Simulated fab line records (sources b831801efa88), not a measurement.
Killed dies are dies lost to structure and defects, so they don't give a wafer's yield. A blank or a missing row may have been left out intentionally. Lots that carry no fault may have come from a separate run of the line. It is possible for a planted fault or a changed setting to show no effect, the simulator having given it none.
fab line records	flow sfqLine
record: lots: 13	wafers: 39	lastDay: 87
route steps=325 shown L0@5 I0@45 M1@59 M2@98
lots untouched by any fault: they come from a run of this same line in which no faults occurred
startH: the number of hours between the record's first day and the start of the first shown wafer of the lot	waitH: hours since the lot's step before	" unchanged from the row above	L1.1+2: several wafers, shown together as one row	- no value present, or no start provided	* or withheld: withheld	< > ~ a bound
route shown NAME@n: a module of which the file shows steps, and the number in the route of the first	usual: mean/standard deviation taken from wafers without a fault	same: alike in all rows	chamber/n: place in a boat	sites: readings site by site	_std_site: the values' standard deviation	_edge_site: outer sites' mean less inner sites'	radiusMm: how far each site lies from the wafer's centre	mask NAME#n: copy n	behind: the most recent tool/chamber to have shaped the wafer	hold: cause of the lot's hold/its duration in hours/its outcome	device: whichever transistor did not switch (one of n, p or np)	end of line: tests run on the same wafers once the route is complete	step lacking rows: just its recipe	killed: dies lost to structure and defects at the first sort, not the wafer's yield	map: a wafer's dies, marking killed ones x, the rest . and places with no die _
set.NAME: the setting that was run; set.NAME@STEP: the one run at that earlier step	model.NAME: the simulator's own value behind a step, which no gauge read
a sample of lots followed through the steps of the route, with each step as a table and each wafer as a row
services: from which hour (startH, from the record's first day; less than 0 if before it) a tool's chamber was out of use, for how many hours, and why
== steps ==
step: SFQ_L0_THK_MEAS_902
recipe: thkMeasGauge: xrf	reads: MoNx_KI_of_TRILAYER_L0_DEP_SPUTTER_003
usual: L0_MONX_KI_THK: 40.1/0.39
lot.wafer	tool	chamber	startH	waitH	L0_MONX_KI_THK[nm]
L511.2	filmMetro-02	-	12.69	0.1	40.4
L511.4	"	-	"	"	40.4
L511.6	"	-	"	"	40.4
L512.1	filmMetro-01	-	17.68	0.1	40.1
L512.3	"	-	"	"	40.0
L512.6	"	-	"	"	40.4
L514.1	filmMetro-01	-	27.68	0.1	39.5
L514.2	"	-	"	"	39.8
L514.5	"	-	"	"	40.4
L515.2	filmMetro-04	-	32.69	0.1	40.5
L515.5	"	-	"	"	40.2
L515.6	"	-	"	"	39.8
L516.3	filmMetro-01	-	37.70	0.1	39.5
L516.4	"	-	"	"	40.0
L516.6	"	-	"	"	39.4
L518.2	filmMetro-04	-	47.69	0.1	40.5
L518.4	"	-	"	"	40.4
L518.6	"	-	"	"	39.9
L519.2	filmMetro-02	-	52.69	0.1	40.6
L519.3	"	-	"	"	40.2
L519.6	"	-	"	"	40.4
L521.3	filmMetro-02	-	62.70	0.1	39.8
L521.4	"	-	"	"	40.9
L521.6	"	-	"	"	40.4
L522.2	filmMetro-02	-	67.69	0.1	40.0
L522.3	"	-	"	"	40.1
L522.6	"	-	"	"	40.0
L523.2	filmMetro-02	-	72.69	0.1	40.5
L523.3	"	-	"	"	40.5
L523.6	"	-	"	"	40.3
L528.1	filmMetro-01	-	97.68	0.1	39.3
L528.3	"	-	"	"	39.0
L528.6	"	-	"	"	39.3
L533.3	filmMetro-01	-	122.70	0.1	40.3
L533.4	"	-	"	"	39.9
L533.5	"	-	"	"	40.0
L534.1	filmMetro-01	-	127.68	0.1	39.8
L534.2	"	-	"	"	39.6
L534.3	"	-	"	"	39.6
step: SFQ_I0_BOW_MEAS_907
recipe: mode: bow
usual: I0_BOW: 1/7.9
lot.wafer	tool	chamber	startH	waitH	I0_BOW[um]
L511.2	filmMetro-03	-	150.08	1.0	5
L511.4	"	-	"	"	4
L511.6	"	-	"	"	11
L512.1	filmMetro-02	-	157.26	1.5	-2
L512.3	"	-	"	"	12
L512.6	"	-	"	"	5
L514.1	filmMetro-02	-	172.22	1.0	3
L514.2	"	-	"	"	4
L514.5	"	-	"	"	-12
L515.2	filmMetro-04	-	175.24	2.5	6
L515.5	"	-	"	"	1
L515.6	"	-	"	"	7
L516.3	filmMetro-03	-	179.33	2.5	2
L516.4	"	-	"	"	-10
L516.6	"	-	"	"	-2
L518.2	filmMetro-02	-	185.31	1.0	-6
L518.4	"	-	"	"	3
L518.6	"	-	"	"	-1
L519.2	filmMetro-03	-	188.31	1.5	-2
L519.3	"	-	"	"	16
L519.6	"	-	"	"	8
L521.3	filmMetro-02	-	200.33	1.0	7
L521.4	"	-	"	"	5
L521.6	"	-	"	"	11
L522.2	filmMetro-02	-	203.31	1.5	-1
L522.3	"	-	"	"	-14
L522.6	"	-	"	"	-9
L523.2	filmMetro-02	-	210.36	1.5	-3
L523.3	"	-	"	"	-6
L523.6	"	-	"	"	-1
L528.1	filmMetro-04	-	235.00	2.0	-6
L528.3	"	-	"	"	3
L528.6	"	-	"	"	1
L533.3	filmMetro-04	-	268.05	2.5	-1
L533.4	"	-	"	"	12
L533.5	"	-	"	"	13
L534.1	filmMetro-04	-	270.41	2.0	-6
L534.2	"	-	"	"	9
L534.3	"	-	"	"	-3
step: SFQ_TRILAYER_M1_DEP_SPUTTER_037
recipe: material: Nb	basePressurePa: 1.33e-06	chamberPressurePa: 0.1333	substrateTempC: 20	resputterCathodeVoltageV: 400	targetThkNm: 200	powerW: 2000	timeS: 133.3
usual: resputterCathodeVoltageV: 401/4.1	throttleValvePct: 30.0/1.2
lot.wafer	tool	chamber	startH	waitH	resputterCathodeVoltageV	throttleValvePct
L511.2	pvdSputter-05	-	232.53	0.0	399	30.4
L511.4	"	-	"	"	395	29.5
L511.6	"	-	"	"	394	29.2
L512.1	pvdSputter-06	-	243.33	0.0	405	28.9
L512.3	"	-	"	"	394	29.4
L512.6	"	-	"	"	401	28.9
L514.1	pvdSputter-05	-	262.53	0.0	401	29.4
L514.2	"	-	"	"	400	30.2
L514.5	"	-	"	"	397	31.4
L515.2	pvdSputter-06	-	266.13	0.0	397	31.4
L515.5	"	-	"	"	391	29.5
L515.6	"	-	"	"	394	31.7
L516.3	pvdSputter-03	-	270.93	0.0	402	31.6
L516.4	"	-	"	"	398	31.6
L516.6	"	-	"	"	405	27.8
L518.2	pvdSputter-03	-	279.33	0.0	393	31.9
L518.4	"	-	"	"	405	28.8
L518.6	"	-	"	"	394	31.6
L519.2	pvdSputter-03	-	284.15	0.0	401	31.5
L519.3	"	-	"	"	398	27.8
L519.6	"	-	"	"	400	27.7
L521.3	pvdSputter-06	-	297.41	0.0	399	29.0
L521.4	"	-	"	"	400	31.4
L521.6	"	-	"	"	411	30.8
L522.2	pvdSputter-03	-	300.93	0.0	404	30.2
L522.3	"	-	"	"	407	31.5
L522.6	"	-	"	"	408	30.4
L523.2	pvdSputter-05	-	309.33	0.0	399	29.2
L523.3	"	-	"	"	394	31.1
L523.6	"	-	"	"	399	29.2
L528.1	pvdSputter-06	-	343.78	0.0	397	28.8
L528.3	"	-	"	"	397	29.2
L528.6	"	-	"	"	397	29.4
L533.3	pvdSputter-03	-	383.20	0.0	398	28.6
L533.4	"	-	"	"	400	27.7
L533.5	"	-	"	"	400	28.7
L534.1	pvdSputter-05	-	385.60	0.0	403	29.4
L534.2	"	-	"	"	397	30.3
L534.3	"	-	"	"	400	30.5
step: SFQ_M1_RS_MEAS_909
recipe: thkMeasGauge: four-point-probe	reads: Nb_of_TRILAYER_M1_DEP_SPUTTER_037
usual: M1_NB_RS: 0.891/0.0098
lot.wafer	tool	chamber	startH	waitH	M1_NB_RS[ohm/sq]
L511.2	filmMetro-03	-	232.64	0.1	0.891
L511.4	"	-	"	"	0.895
L511.6	"	-	"	"	0.897
L512.1	filmMetro-01	-	243.42	0.0	0.873
L512.3	"	-	"	"	0.879
L512.6	"	-	"	"	0.875
L514.1	filmMetro-03	-	262.62	0.0	0.895
L514.2	"	-	"	"	0.894
L514.5	"	-	"	"	0.897
L515.2	filmMetro-01	-	266.24	0.1	0.885
L515.5	"	-	"	"	0.883
L515.6	"	-	"	"	0.891
L516.3	filmMetro-01	-	271.06	0.1	0.902
L516.4	"	-	"	"	0.897
L516.6	"	-	"	"	0.900
L518.2	filmMetro-02	-	279.44	0.1	0.905
L518.4	"	-	"	"	0.896
L518.6	"	-	"	"	0.894
L519.2	filmMetro-01	-	284.26	0.1	0.895
L519.3	"	-	"	"	0.887
L519.6	"	-	"	"	0.886
L521.3	filmMetro-02	-	297.54	0.1	0.903
L521.4	"	-	"	"	0.902
L521.6	"	-	"	"	0.897
L522.2	filmMetro-03	-	301.04	0.1	0.877
L522.3	"	-	"	"	0.879
L522.6	"	-	"	"	0.873
L523.2	filmMetro-02	-	309.44	0.1	0.886
L523.3	"	-	"	"	0.894
L523.6	"	-	"	"	0.881
L528.1	filmMetro-02	-	343.87	0.0	0.905
L528.3	"	-	"	"	0.905
L528.6	"	-	"	"	0.909
L533.3	filmMetro-01	-	383.33	0.1	0.909
L533.4	"	-	"	"	0.661
L533.5	"	-	"	"	0.671
L534.1	filmMetro-02	-	385.69	0.0	0.901
L534.2	"	-	"	"	0.905
L534.3	"	-	"	"	0.912
step: SFQ_TRILAYER_M1_ETCH_METAL_ETCH_042
recipe: target: Nb	stopOn: SiO2	maskMaterial: PR	chemistry: Cl2/Ar	targetDepthNm: 240	icpW: 600	biasW: 80	pressureMtorr: 10	timeS: 120
usual: drypumpMotorCurrentA: 5.33/0.26	oesProductAu: 0.894/0.0068
lot.wafer	tool	chamber	startH	waitH	drypumpMotorCurrentA	oesProductAu	rfHoursCounterH
L511.2	rieMetal-02	0	336.99	0.1	5.49	0.891	-
L511.4	"	0	"	"	5.46	0.888	-
L511.6	"	0	"	"	5.48	0.893	-
L512.1	rieMetal-01	1	351.09	0.0	5.38	0.902	53
L512.3	"	1	"	"	5.40	0.893	-
L512.6	"	0	"	"	5.34	0.903	-
L514.1	rieMetal-04	0	372.69	0.0	4.88	0.889	127
L514.2	"	1	"	"	5.45	0.890	53
L514.5	"	1	"	"	5.46	0.881	-
L515.2	rieMetal-04	1	377.51	0.1	5.45	0.895	54
L515.5	"	1	"	"	5.46	0.896	-
L515.6	"	0	"	"	4.86	0.902	-
L516.3	rieMetal-01	0	383.53	0.1	5.36	0.897	-
L516.4	"	1	"	"	5.40	0.890	-
L516.6	"	1	"	"	5.39	0.884	-
L518.2	rieMetal-04	1	395.49	0.0	5.45	0.886	57
L518.4	"	1	"	"	5.46	0.885	-
L518.6	"	0	"	"	4.86	0.884	-
L519.2	rieMetal-02	0	400.29	0.0	5.45	0.895	33
L519.3	"	1	"	"	5.67	0.893	-
L519.6	"	1	"	"	5.64	0.896	-
L521.3	rieMetal-04	0	420.42	0.1	4.89	0.887	-
L521.4	"	1	"	"	5.45	0.886	-
L521.6	"	0	"	"	4.88	0.898	-
L522.2	rieMetal-04	1	425.18	0.0	5.45	0.896	63
L522.3	"	0	"	"	4.87	0.902	-
L522.6	"	0	"	"	4.90	0.896	-
L523.2	rieMetal-01	0	431.18	0.0	5.38	0.906	128
L523.3	"	0	"	"	5.34	0.900	-
L523.6	"	1	"	"	5.40	0.901	-
L528.1	rieMetal-02	0	470.33	0.0	5.50	0.888	45
L528.3	"	0	"	"	5.46	0.884	-
L528.6	"	0	"	"	5.49	0.882	-
L533.3	rieMetal-01	0	513.12	0.1	5.31	0.881	-
L533.4	"	0	"	"	5.34	1.003	-
L533.5	"	0	"	"	5.34	1.014	-
L534.1	rieMetal-04	1	515.38	0.0	5.45	0.893	80
L534.2	"	0	"	"	4.88	0.895	154
L534.3	"	1	"	"	5.45	0.881	-
step: SFQ_M2_OVL_MEAS_916
usual: M2_OVL: -4/6.3
lot.wafer	tool	chamber	startH	waitH	M2_OVL[nm]
L511.2	overlay-02	-	510.69	0.1	-5
L511.4	"	-	"	"	-13
L511.6	"	-	"	"	-10
L512.1	overlay-01	-	524.88	0.1	-5
L512.3	"	-	"	"	-5
L512.6	"	-	"	"	5
L514.1	overlay-02	-	551.28	0.1	-13
L514.2	"	-	"	"	-4
L514.5	"	-	"	"	-9
L515.2	overlay-02	-	559.69	0.1	13
L515.5	"	-	"	"	-5
L515.6	"	-	"	"	13
L516.3	overlay-02	-	568.09	0.1	-11
L516.4	"	-	"	"	-2
L516.6	"	-	"	"	-4
L518.2	overlay-02	-	574.09	0.1	-10
L518.4	"	-	"	"	-7
L518.6	"	-	"	"	-10
L519.2	overlay-02	-	575.29	0.1	-9
L519.3	"	-	"	"	7
L519.6	"	-	"	"	-4
L521.3	overlay-02	-	577.69	0.1	-8
L521.4	"	-	"	"	5
L521.6	"	-	"	"	1
L522.2	overlay-02	-	578.89	0.1	-5
L522.3	"	-	"	"	-21
L522.6	"	-	"	"	-11
L523.2	overlay-02	-	580.09	0.1	-14
L523.3	"	-	"	"	-13
L523.6	"	-	"	"	-8
L528.1	overlay-02	-	586.08	0.1	-9
L528.3	"	-	"	"	-10
L528.6	"	-	"	"	-3
L533.3	overlay-02	-	592.09	0.1	0
L533.4	"	-	"	"	1
L533.5	"	-	"	"	-1
L534.1	overlay-02	-	593.28	0.1	2
L534.2	"	-	"	"	4
L534.3	"	-	"	"	-4
== services ==
tool	chamber	startH	hours	kind
pvdSputter-06	-	211.84	3.6	repair
rieMetal-04	-	234.97	1.4	pm
pvdSputter-03	-	244.94	7.9	repair
rieMetal-04	-	246.62	0.6	repair
rieMetal-02	-	254.97	2.8	pm
pvdSputter-03	2	267.68	-	consumableReplace:kit
pvdSputter-03	2	267.68	18.0	scheduledDown
pvdSputter-03	2	267.68	18.0	ventCycle
rieMetal-01	0	303.92	1.1	repair
rieMetal-02	1	332.00	11.1	repair
rieMetal-04	1	332.29	11.3	repair
rieMetal-02	0	345.60	3.7	repair
pvdSputter-05	3	351.37	-	consumableReplace:kit
pvdSputter-05	3	351.37	18.0	scheduledDown
pvdSputter-05	3	351.37	18.0	ventCycle
rieMetal-01	-	354.57	0.5	repair
pvdSputter-03	-	394.25	0.6	repair
rieMetal-01	-	436.29	0.4	repair
pvdSputter-06	-	443.46	25.3	repair
rieMetal-01	-	484.38	0.6	repair
rieMetal-04	-	504.65	2.8	pm
rieMetal-01	1	509.90	7.3	repair
== key ==
firstSign: step: SFQ_M1_RS_MEAS_909	reading: M1_NB_RS	direction: down	sigmas: 23	usual: 0.891	struck: 0.666
effect: step: SFQ_TRILAYER_M1_ETCH_METAL_ETCH_042	reading: oesProductAu	direction: up	sigmas: 17	usual: 0.894	struck: 1.009
metAt SFQ_TRILAYER_M1_DEP_SPUTTER_037
struckLots L533
struckWafers L533.4,L533.5
notActingAt SFQ_L0_THK_MEAS_902,SFQ_I0_BOW_MEAS_907,SFQ_M2_OVL_MEAS_916
onsetBetween 300.93 383.20
fault: kind: processParameterDrift	tool: pvdSputter-03	chamber: -	onsetH: 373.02	steps: SFQ_TRILAYER_M1_DEP_SPUTTER_037	channel: targetThkNm	offset: 69.326	shape: step	endH: 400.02	scope: struckWafersOnly	actsIn: theseRecipesOnly	stated: 200
